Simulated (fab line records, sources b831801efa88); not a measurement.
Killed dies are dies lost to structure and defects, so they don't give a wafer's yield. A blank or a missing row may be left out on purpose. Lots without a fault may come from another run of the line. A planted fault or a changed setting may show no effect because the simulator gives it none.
Problem report in the 8D (eight disciplines) form, filled by code | flow sky130 | the parts of the form that need people (team, actions taken, sign-off) are left out

1. THE PROBLEM
bias_w at SKY_METAL1_METAL_ETCH_19 reads a mean of 46.89 W on 6 wafers of 2 lots; wafers without a fault read 48.50 W with a standard deviation of 0.15. That is -11 standard deviations from the usual mean.
The step: etches the open film in Cl2/BCl3, stops on SiO2, target depth 360 nm, time 78 s.
First seen on wafer L267.1, day 38 15:37, on rie_metal-03. The record holds 33 wafers of 11 lots with a number at this step. Rule for "out", or "out of limits": more than 4 standard deviations from the usual mean. The other wafers with a number count as sound.

2. WHAT IT IS AND WHAT IT IS NOT
question                    | is                     | is not
which readings at this step | bias_w                 | drypump_motor_current_A, oes_product_au, throttle_valve_pct
which lots                  | L267, L268             | L248, L249, L252, L253, L254, L255, L265, L269, L270
which wafers of those lots  | all that have a number | -
read on which tools         | rie_metal-03           | rie_metal-01, rie_metal-04
when                        | from day 38 15:37      | up to then (21 sound wafers); but 6 sound wafers of L269, L270 came after

3. SUSPECTS, AND WHAT RULES EACH OUT
Counting: a tool at a process step up to the reading stays a suspect if it ran every lot that is out and no sound lot after the first of them.
- rie_metal-03 at SKY_METAL1_METAL_ETCH_19 (etches the open film in Cl2/BCl3, stops on SiO2, target depth 360 nm, time 78 s): kept. It ran every lot that is out, first L267 (day 38 15:37), and no sound lot after that; its last sound lot up to then is L265 (day 37 22:13). Its own readings are out on those wafers: bias_w.
Left after counting: rie_metal-03 at SKY_METAL1_METAL_ETCH_19.

4. THE CAUSE (what the simulator had put in)
Process parameter drift: rie_metal-03, from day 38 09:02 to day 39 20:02, at SKY_METAL1_METAL_ETCH_19. Setting bias_w, moved by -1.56, from 48.5. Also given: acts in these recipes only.
Counting left only this tool.

5. THE CHAIN OF EFFECTS, in route order
Each row: a reading whose mean over the struck wafers that have a number lies more than 3 standard deviations from the usual. Only readings for which the record gives a usual standard deviation are gone through. hours: the time from each lot's start at the first step in this table that gives one to its start at this step, as a median over the lots. sigmas: the change in usual standard deviations.
hours | step                     | reading | usual   | on struck wafers | change | sigmas
0     | SKY_METAL1_METAL_ETCH_19 | bias_w  | 48.50 W | 46.89            | -1.61  | -11
The process steps in it:
- SKY_METAL1_METAL_ETCH_19: etches the open film in Cl2/BCl3, stops on SiO2, target depth 360 nm, time 78 s.
Later measuring or inspecting steps at which every struck wafer that the step has a row for has a number for every such reading, and none has moved that far: SKY_METAL2_CD_MEAS_15.

6. WHAT WOULD HAVE CAUGHT IT SOONER
In this record the first reading out of limits was taken at day 38 15:37, 7 hours after the fault began at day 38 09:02.
